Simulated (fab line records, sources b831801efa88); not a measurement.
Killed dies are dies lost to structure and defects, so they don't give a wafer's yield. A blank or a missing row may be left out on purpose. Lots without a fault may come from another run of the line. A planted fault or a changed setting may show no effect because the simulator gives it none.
Which tool did it? | flow sky130 | 12 lots, 36 wafers sampled, at 1 step of a route of 708

WHAT THE GAUGES READ, wafer by wafer
SKY_VT_ADJUST_HVTR_CD_MEAS_07: target cd 380 nm.
lot  | measured     | on        | cd_nm (nm)
L075 | day 9 17:37  | cd_sem-01 | 380.1 377.2 379.7
L077 | day 10 09:03 | cd_sem-01 | 380.2 380.9 382.1
L079 | day 11 02:29 | cd_sem-01 | 378.8 379.3 382.6
L081 | day 11 11:51 | cd_sem-01 | 381.2 381.9 383.6
L083 | day 12 05:52 | cd_sem-01 | 378.3 376.6 378.6
L085 | day 12 15:20 | cd_sem-02 | 383.5 383.3 380.2
L087 | day 13 06:54 | cd_sem-02 | 379.9 378.3 380.2
L089 | day 13 22:19 | cd_sem-01 | 377.2 378.1 376.4
L091 | day 14 23:45 | cd_sem-01 | 380.8 378.9 379.5
L093 | day 15 01:57 | cd_sem-01 | 375.6 378.4 378.3
L095 | day 15 18:53 | cd_sem-02 | 383.3 382.7 383.2
L097 | day 16 10:31 | cd_sem-02 | 381.2 383.6 382.1

WHICH TOOL RAN EACH LOT (tool, then ch and the chambers of the sampled wafers, then the start)
The record holds no process step before these readings.

THE ANSWER, worked out from the rows above alone
Rule: what is usual is taken from the lots themselves. Put in order of their means at a reading, lots are off if they are a third of the lots or fewer, leave a main group of 4 or more, and stand apart from it by a gap of 3 or more times the standard deviation of the main group's means; of several such gaps the widest counts. A main group whose means are all the same, to the digits that the tables above print for the reading, isn't used. A lot without any number at a reading at which 4 lots or more have one is off too. The other lots that the step has rows for count as sound.
No lot is off at any reading shown: from this, nothing can be told.

WHAT THE SIMULATOR HAD PUT IN
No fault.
